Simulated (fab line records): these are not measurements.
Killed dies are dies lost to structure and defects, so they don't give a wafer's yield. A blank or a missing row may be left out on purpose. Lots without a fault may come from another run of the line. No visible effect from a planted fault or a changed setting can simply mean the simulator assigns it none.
Which tool was responsible? / flow gf180mcu / 13 lots, 39 wafers sampled, at 6 steps of a route of 602

== WHAT EACH GAUGE READ, for each wafer ==
GF_CONTACT_THK_MEAS_01.
lot=L356; measured=day 16 02:40; on=film metro-02; CONTACT_CVD_00_THK (nm)=301 297 301
lot=L357; measured=day 16 11:40; on=film metro-01; CONTACT_CVD_00_THK (nm)=298 300 300
lot=L358; measured=day 16 15:46; on=film metro-02; CONTACT_CVD_00_THK (nm)=298 296 292
lot=L360; measured=day 17 10:25; on=film metro-02; CONTACT_CVD_00_THK (nm)=302 299 300
lot=L359; measured=day 17 13:09; on=film metro-01; CONTACT_CVD_00_THK (nm)=301 305 302
lot=L362; measured=day 18 01:23; on=film metro-03; CONTACT_CVD_00_THK (nm)=301 299 296
lot=L363; measured=day 18 04:42; on=film metro-02; CONTACT_CVD_00_THK (nm)=295 294 291
lot=L364; measured=day 18 22:30; on=film metro-02; CONTACT_CVD_00_THK (nm)=298 298 299
lot=L367; measured=day 19 19:06; on=film metro-02; CONTACT_CVD_00_THK (nm)=298 300 297
lot=L369; measured=day 20 16:43; on=film metro-01; CONTACT_CVD_00_THK (nm)=300 302 298
lot=L372; measured=day 21 10:48; on=film metro-02; CONTACT_CVD_00_THK (nm)=302 238 295
lot=L376; measured=day 22 23:57; on=film metro-02; CONTACT_CVD_00_THK (nm)=303 302 306
lot=L377; measured=day 23 02:02; on=film metro-01; CONTACT_CVD_00_THK (nm)=299 303 307

GF_M3_OVL_MEAS_15.
lot=L356; measured=day 22 08:46; on=overlay-01; M3_OVL (nm)=2 -4 -5
lot=L357; measured=day 22 18:48; on=overlay-02; M3_OVL (nm)=1 5 4
lot=L358; measured=day 22 21:25; on=overlay-01; M3_OVL (nm)=-2 2 -2
lot=L360; measured=day 23 17:13; on=overlay-01; M3_OVL (nm)=6 1 5
lot=L359; measured=day 23 20:21; on=overlay-02; M3_OVL (nm)=3 -2 7
lot=L362; measured=day 24 04:56; on=overlay-01; M3_OVL (nm)=2 4 3
lot=L363; measured=day 24 11:50; on=overlay-01; M3_OVL (nm)=-2 -11 -2
lot=L364; measured=day 25 02:46; on=overlay-01; M3_OVL (nm)=1 0 2
lot=L367; measured=day 25 20:57; on=overlay-01; M3_OVL (nm)=2 -5 -1
lot=L369; measured=day 26 16:28; on=overlay-01; M3_OVL (nm)=1 3 9
lot=L372; measured=day 27 07:52; on=overlay-01; M3_OVL (nm)=-8 -6 -7
lot=L376; measured=day 28 15:15; on=overlay-01; M3_OVL (nm)=7 5 3
lot=L377; measured=day 28 16:15; on=overlay-01; M3_OVL (nm)=0 5 -1

GF_V3_THK_MEAS_01.
lot=L356; measured=day 22 09:35; on=film metro-04; V3_CVD_00_THK (nm)=606 602 596
lot=L357; measured=day 22 19:35; on=film metro-01; V3_CVD_00_THK (nm)=606 608 603
lot=L358; measured=day 22 22:12; on=film metro-04; V3_CVD_00_THK (nm)=603 595 609
lot=L360; measured=day 23 18:03; on=film metro-02; V3_CVD_00_THK (nm)=619 604 612
lot=L359; measured=day 23 21:07; on=film metro-04; V3_CVD_00_THK (nm)=600 590 595
lot=L362; measured=day 24 05:43; on=film metro-02; V3_CVD_00_THK (nm)=608 596 595
lot=L363; measured=day 24 12:40; on=film metro-04; V3_CVD_00_THK (nm)=603 592 587
lot=L364; measured=day 25 03:36; on=film metro-02; V3_CVD_00_THK (nm)=596 603 614
lot=L367; measured=day 25 21:43; on=film metro-02; V3_CVD_00_THK (nm)=604 602 606
lot=L369; measured=day 26 17:22; on=film metro-02; V3_CVD_00_THK (nm)=599 600 598
lot=L372; measured=day 27 08:38; on=film metro-04; V3_CVD_00_THK (nm)=599 601 597
lot=L376; measured=day 28 16:03; on=film metro-04; V3_CVD_00_THK (nm)=602 612 608
lot=L377; measured=day 28 17:01; on=film metro-02; V3_CVD_00_THK (nm)=592 589 599

GF_M5_CD_MEAS_07: the cd target is 280 nm.
lot=L356; measured=day 27 03:23; on=cd sem-01; cd nm (nm)=279.3 279.4 280.3
lot=L357; measured=day 27 13:27; on=cd sem-02; cd nm (nm)=276.9 277.8 276.3
lot=L358; measured=day 27 14:15; on=cd sem-02; cd nm (nm)=281.3 281.0 279.5
lot=L360; measured=day 28 06:47; on=cd sem-01; cd nm (nm)=280.6 280.3 280.8
lot=L359; measured=day 28 09:02; on=cd sem-02; cd nm (nm)=280.7 280.3 279.5
lot=L362; measured=day 28 17:43; on=cd sem-01; cd nm (nm)=280.0 280.2 279.7
lot=L363; measured=day 29 00:01; on=cd sem-02; cd nm (nm)=282.1 281.3 282.1
lot=L364; measured=day 29 14:15; on=cd sem-01; cd nm (nm)=279.8 279.4 278.9
lot=L367; measured=day 30 06:07; on=cd sem-01; cd nm (nm)=279.7 278.4 279.2
lot=L369; measured=day 30 23:54; on=cd sem-01; cd nm (nm)=278.7 278.9 279.1
lot=L372; measured=day 31 12:13; on=cd sem-02; cd nm (nm)=280.5 281.5 281.8
lot=L376; measured=day 32 15:45; on=cd sem-02; cd nm (nm)=278.7 279.9 278.4
lot=L377; measured=day 32 17:02; on=cd sem-01; cd nm (nm)=280.4 278.7 279.0

== WHICH TOOL RAN EACH LOT (tool, then ch and the chambers of the sampled wafers, then the start) ==
lot=L356; GF_CONTACT_CVD_00=hdpcvd-02 ch 0,2, day 16 02:37; GF_CONTACT_ETCH_17=rie diel-02 ch 1,2,3, day 22 08:46 or earlier
lot=L357; GF_CONTACT_CVD_00=hdpcvd-02 ch 0,1,2, day 16 11:37; GF_CONTACT_ETCH_17=rie diel-03 ch 0,1, day 22 18:48 or earlier
lot=L358; GF_CONTACT_CVD_00=hdpcvd-02 ch 0,1, day 16 15:43; GF_CONTACT_ETCH_17=rie diel-01 ch 0,1,3, day 22 21:25 or earlier
lot=L360; GF_CONTACT_CVD_00=hdpcvd-01 ch 0,1, day 17 10:22; GF_CONTACT_ETCH_17=rie diel-01 ch 0,1,3, day 23 17:13 or earlier
lot=L359; GF_CONTACT_CVD_00=hdpcvd-02 ch 0,2, day 17 13:07; GF_CONTACT_ETCH_17=rie diel-02 ch 0,1,3, day 23 20:21 or earlier
lot=L362; GF_CONTACT_CVD_00=hdpcvd-01 ch 0,1,2, day 18 01:19; GF_CONTACT_ETCH_17=rie diel-02 ch 0,1, day 24 04:56 or earlier
lot=L363; GF_CONTACT_CVD_00=hdpcvd-02 ch 0,1,2, day 18 04:39; GF_CONTACT_ETCH_17=rie diel-01 ch 0,1, day 24 11:50 or earlier
lot=L364; GF_CONTACT_CVD_00=hdpcvd-01 ch 0,1, day 18 22:26; GF_CONTACT_ETCH_17=rie diel-02 ch 1,3, day 25 02:46 or earlier
lot=L367; GF_CONTACT_CVD_00=hdpcvd-02 ch 1,2, day 19 19:03; GF_CONTACT_ETCH_17=rie diel-02 ch 0,2, day 25 20:57 or earlier
lot=L369; GF_CONTACT_CVD_00=hdpcvd-01 ch 0,1,2, day 20 16:40; GF_CONTACT_ETCH_17=rie diel-02 ch 1,3, day 26 16:28 or earlier
lot=L372; GF_CONTACT_CVD_00=hdpcvd-01 ch 0,1,2, day 21 10:45; GF_CONTACT_ETCH_17=rie diel-03 ch 0,1,3, day 27 07:52 or earlier
lot=L376; GF_CONTACT_CVD_00=hdpcvd-02 ch 0,1,2, day 22 23:54; GF_CONTACT_ETCH_17=rie diel-03 ch 1,3, day 28 15:15 or earlier
lot=L377; GF_CONTACT_CVD_00=hdpcvd-02 ch 0,1,2, day 23 02:00; GF_CONTACT_ETCH_17=rie diel-03 ch 0,3, day 28 16:15 or earlier
- GF_CONTACT_CVD_00: deposits SiO2, target thk 300 nm, time 50 s.
- GF_CONTACT_ETCH_17: etches SiO2 in C4F8/O2/Ar, stops on CoSi2, target depth 860 nm.

== WHAT THE TOOLS THEMSELVES READ (means of the sampled wafers that have a number; where no wafer has one, the mark that the record gives instead) ==
GF_CONTACT_ETCH_17.
lot=L356; tool=rie diel-02; chamber pressure mTorr (mTorr)=40.00; oes product au (a.u.)=0.817
lot=L357; tool=rie diel-03; chamber pressure mTorr (mTorr)=40.02; oes product au (a.u.)=0.813
lot=L358; tool=rie diel-01; chamber pressure mTorr (mTorr)=39.98; oes product au (a.u.)=0.814
lot=L360; tool=rie diel-01; chamber pressure mTorr (mTorr)=40.00; oes product au (a.u.)=0.815
lot=L359; tool=rie diel-02; chamber pressure mTorr (mTorr)=39.99; oes product au (a.u.)=0.817
lot=L362; tool=rie diel-02; chamber pressure mTorr (mTorr)=40.04; oes product au (a.u.)=0.810
lot=L363; tool=rie diel-01; chamber pressure mTorr (mTorr)=40.02; oes product au (a.u.)=0.810
lot=L364; tool=rie diel-02; chamber pressure mTorr (mTorr)=40.02; oes product au (a.u.)=0.816
lot=L367; tool=rie diel-02; chamber pressure mTorr (mTorr)=39.98; oes product au (a.u.)=0.811
lot=L369; tool=rie diel-02; chamber pressure mTorr (mTorr)=40.01; oes product au (a.u.)=0.814
lot=L372; tool=rie diel-03; chamber pressure mTorr (mTorr)=40.03; oes product au (a.u.)=0.808
lot=L376; tool=rie diel-03; chamber pressure mTorr (mTorr)=40.00; oes product au (a.u.)=0.819
lot=L377; tool=rie diel-03; chamber pressure mTorr (mTorr)=40.00; oes product au (a.u.)=0.809

== THE ANSWER, worked out from the rows above alone ==
Rule: the usual values come from the lots themselves. The widest of any qualifying gaps counts: lots, ordered by their means at a reading, are off when they make up no more than a third of the lots, leave a main group of 4 or more, and stand apart from it by 3 or more times the standard deviation of that group's means. A main group whose means are all the same, to the digits that the tables above print for the reading, isn't used. A lot without any number at a reading at which 4 lots or more have one is off too. Any other lot the step has rows for is counted as sound. The gauges are gone through in route order, then the tools' own readings, and for those a lot's mean is taken as printed above. At the first step where some lot is off, the reading lying furthest off is the one used; lots without a number count as furthest.
Off: at GF_CONTACT_THK_MEAS_01 (CONTACT_CVD_00_THK), L372. The main group: mean 299 nm, standard deviation 2.9.
A tool fits if, at a process step before that reading, it ran every lot that is off, and no sound lot after the first of them. The gauges at GF_CONTACT_THK_MEAS_01 are tried like those tools. One fits: GF_CONTACT_CVD_00 on hdpcvd-01. A fault onset in the window from L369 (day 20 16:40, its last sound lot) to L372 (day 21 10:45, its first lot off) fits.

== WHAT HAD BEEN PUT IN BY THE SIMULATOR ==
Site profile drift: hdpcvd-01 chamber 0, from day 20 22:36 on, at GF_CONTACT_CVD_00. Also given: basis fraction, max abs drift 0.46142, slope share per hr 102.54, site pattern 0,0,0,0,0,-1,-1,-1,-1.
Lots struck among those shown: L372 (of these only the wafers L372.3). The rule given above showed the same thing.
